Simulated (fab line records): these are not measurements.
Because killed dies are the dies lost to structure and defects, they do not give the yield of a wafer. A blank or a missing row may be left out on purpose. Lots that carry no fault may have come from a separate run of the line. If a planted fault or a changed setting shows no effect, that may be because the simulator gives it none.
Matching of chambers	flow gf180mcu	cmp-01 running GF_V1_CMP_04: 4 sister chambers
The step polishes SiO2. 8 wafers are shown with their chamber, then 11 later ones without.

## WAFERS PAIRED WITH THEIR CHAMBERS
wafer	chamber	motor current A (A)	time to endpoint s (s)
L078.2	3	9.2	82
L080.1	3	8.6	80
L081.5	0	11.4	90
L081.6	1	11.7	90
L083.1	0	11.6	83
L083.2	1	11.6	85
L083.3	2	8.9	76
L087.1	2	9.3	81

## WAFERS WHOSE CHAMBER IS MISSING
wafer	motor current A (A)	time to endpoint s (s)
L087.4	9.8	87
L087.5	11.3	83
L088.2	12.0	81
L088.3	12.0	80
L088.4	9.0	85
L091.1	11.7	74
L091.3	9.5	73
L091.4	8.9	80
L095.1	8.6	73
L095.3	11.3	74
L095.5	11.6	83

## THE CHAMBER EACH PASSED THROUGH
wafer	from the rows above	in truth
L087.4	can't be placed: 2 or 3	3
L087.5	can't be placed: 0 or 1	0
L088.2	can't be placed: 1 or 0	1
L088.3	can't be placed: 1 or 0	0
L088.4	can't be placed: 3 or 2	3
L091.1	can't be placed: 0 or 1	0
L091.3	can't be placed: 2 or 3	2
L091.4	can't be placed: 3 or 2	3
L095.1	can't be placed: 2 or 3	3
L095.3	can't be placed: 0 or 1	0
L095.5	can't be placed: 0 or 1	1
Correct placement for 0 of the 11. These rows do not allow placing 11 (true chamber among the candidates in 11). Placed wrongly: 0.
How it was worked out, from the rows above alone: a wafer's distance from a chamber is the root of the sum, over the readings, of the square of ((its reading less the chamber's mean) divided by the reading's scatter). The wafer belongs to the nearest chamber; if the next one is less than 2 further off, it can't be placed. For every chamber, the mean is computed from those of its wafers that are shown. The scatter is the square root of a quotient: the sum, over the shown wafers, of each reading's squared deviation from its chamber's mean, divided by wafers minus chambers.
